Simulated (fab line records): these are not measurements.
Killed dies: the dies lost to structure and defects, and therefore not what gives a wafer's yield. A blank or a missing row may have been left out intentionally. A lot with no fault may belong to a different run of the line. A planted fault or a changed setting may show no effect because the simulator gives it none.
2 desks, one fault	flow gf180mcu	every desk sees just its own numbers, and what lay behind them comes last

## THE TOOL OWNER'S DESK: implanter-04
For each lot that ran on this tool, the mean over its sampled wafers that have a number, from the tool's own readings at GF_MVSD_IMPLANT_09. Any lot whose mean is over 4 standard deviations away from the usual mean is out of limits and marked OUT; that distance is given in the brackets.
Columns: A = beam-on-s at GF_MVSD_IMPLANT_09, usual 9.98 s; B = faraday-current-uA at GF_MVSD_IMPLANT_09, usual 28.3
lot	first seen here	A	B
L875	day 5 18:35	9.88	28.6
L881	day 7 01:35	9.99	28.2
L884	day 7 17:54	9.98	28.3
L886	day 8 07:18	12.96 (+16) OUT	21.8 (-12) OUT
L889	day 9 11:37	11.36 (+7.3) OUT	25.1 (-5.7) OUT
L891	day 9 16:40	11.30 (+7.0) OUT	25.4 (-5.2) OUT
This desk finds L886, L889, L891 out of limits, L886 being first, at day 8 07:18 (beam-on-s at GF_MVSD_IMPLANT_09). L875, L881, L884: within limits.

## THE METROLOGY DESK
Lot by lot, what the gauges showed, no matter which tool ran the lot: averages of those sampled wafers that carry a number. Any lot whose mean is over 4 standard deviations away from the usual mean is out of limits and marked OUT; that distance is given in the brackets.
Columns: A = MVSD_RS at GF_VT_IMPLANT_RS_MEAS_46, usual 456.1 ohm/sq; B = cd-nm at GF_NSD_CD_MEAS_07, usual 399.2 nm; C = V1_W_RS at GF_V1_RS_MEAS_24, usual 0.325 ohm/sq
lot	first seen here	A	B	C
L870	day 7 15:13	456.9	399.0	0.318
L871	day 7 18:59	456.8	396.8	0.326
L873	day 8 10:09	455.8	399.6	0.321
L874	day 8 21:29	457.5	396.0	0.324
L875	day 9 00:57	455.6	398.3	0.320
L877	day 9 15:23	455.3	400.3	0.322
L878	day 9 17:39	456.3	398.9	0.326
L880	day 10 07:52	455.6	402.2	0.324
L881	day 10 13:10	457.0	399.3	0.330
L884	day 11 09:47	455.9	399.6	0.330
L886	day 11 22:26	438.5 (-16) OUT	397.7	0.329
L889	day 13 09:10	445.9 (-9.2) OUT	400.6	0.326
L891	day 13 14:40	446.9 (-8.4) OUT	404.1	0.332
L893	day 14 06:08	455.5	395.3	0.333
This desk's finding: out of limits on L886, L889, L891; first on L886, day 11 22:26 (MVSD_RS at GF_VT_IMPLANT_RS_MEAS_46). L870, L871, L873, L874, L875, L877, L878, L880, L881, L884, L893: within limits.

## ALL TOGETHER
The tool owner's desk could have raised an alarm at day 8 07:18, on L886, L889, L891.
The metrology desk could have raised an alarm at day 11 22:26, on L886, L889, L891.
On implanter-04, each named lot ran GF_MVSD_IMPLANT_09.

## WHAT HAD BEEN PUT IN BY THE SIMULATOR
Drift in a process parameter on implanter-04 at GF_MVSD_IMPLANT_09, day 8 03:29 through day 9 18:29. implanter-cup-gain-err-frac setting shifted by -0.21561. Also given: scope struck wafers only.
Shown lots that were struck: L886, L889, L891.
Counting hours from when the fault started, the first reading out of limits came at 4 for the tool owner's desk and at 91 for the metrology desk.
